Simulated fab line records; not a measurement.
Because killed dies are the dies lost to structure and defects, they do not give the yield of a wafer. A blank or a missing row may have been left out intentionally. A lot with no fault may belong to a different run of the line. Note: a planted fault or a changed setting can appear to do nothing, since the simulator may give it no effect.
Problem report, 8D (eight disciplines) form, completed by code ; flow sky130 ; the parts of the form that need people (team, actions taken, sign-off) are left out

1. WHAT WENT WRONG
killed_at_contacts at SKY_PAD_OPEN_PROBE_99 reads a mean of 59 on 6 wafers of 2 lots; wafers without a fault read 24 with a standard deviation of 5.4. That is +6.5 standard deviations from the usual mean.
The first sign was on wafer L214.2 at day 48 15:46, on prober-01. The record holds 6 wafers of 2 lots with a number at this step. Rule for "out" (also "out of limits"): further than 4 standard deviations from the usual mean. Any other wafer with a number is counted as sound.

2. WHAT THIS IS AND IS NOT
question;is;is not
which readings at this step;killed_at_contacts;killed_at_M0_to_M3, killed_at_M4_up, killed_at_front_end, killed_at_other, killed_short
which lots;L214, L215;-
which wafers of those lots;all that have a number;-
read on which tools;prober-01, prober-02;-
when;from day 48 15:46;up to then (0 sound wafers)

3. WHAT RULES OUT EACH SUSPECT
Counting: any tool at a process step up to the reading is kept as a suspect provided that every lot that is out went through it and no sound lot did after the first of them.
- wet_bench-03 at SKY_CONTACT_CLEAN_21 (cleans in IPA, time 180 s): kept. It ran every lot that is out, first L214 (day 35 11:50), and no sound lot after that.
Left after counting: wet_bench-03 at SKY_CONTACT_CLEAN_21.

4. THE CAUSE (what the simulator had put in)
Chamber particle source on wet_bench-03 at SKY_CONTACT_CLEAN_21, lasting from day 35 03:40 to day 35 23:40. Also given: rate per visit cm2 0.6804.
This tool alone remained once counting was done.

5. SEQUENCE OF EFFECTS, ordered by route
Each row: a reading whose mean over the struck wafers that have a number lies more than 3 standard deviations from the usual. Scope: only readings with a usual standard deviation given in the record; hours: median across lots of the time from each lot's start at the first step in this table that gives one to its start at this step; sigmas: change in usual standard deviations.
hours;step;reading;usual;on struck wafers;change;sigmas
0;SKY_PAD_OPEN_PROBE_99;killed_at_contacts;24;59;+35;+6.5
0;SKY_PAD_OPEN_PROBE_99;killed_dies;87;120;+33;+3.3
It contains these process steps:
- SKY_PAD_OPEN_PROBE_99

6. HOW IT WOULD HAVE BEEN CAUGHT EARLIER
324 hours passed between the start of the fault at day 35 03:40 and the first reading out of limits in this record, taken at day 48 15:46.
Lots out: 2; all had begun SKY_CONTACT_CLEAN_21 on wet_bench-03 by day 48 15:46. Tool hold at that time: it would have spared none of them.
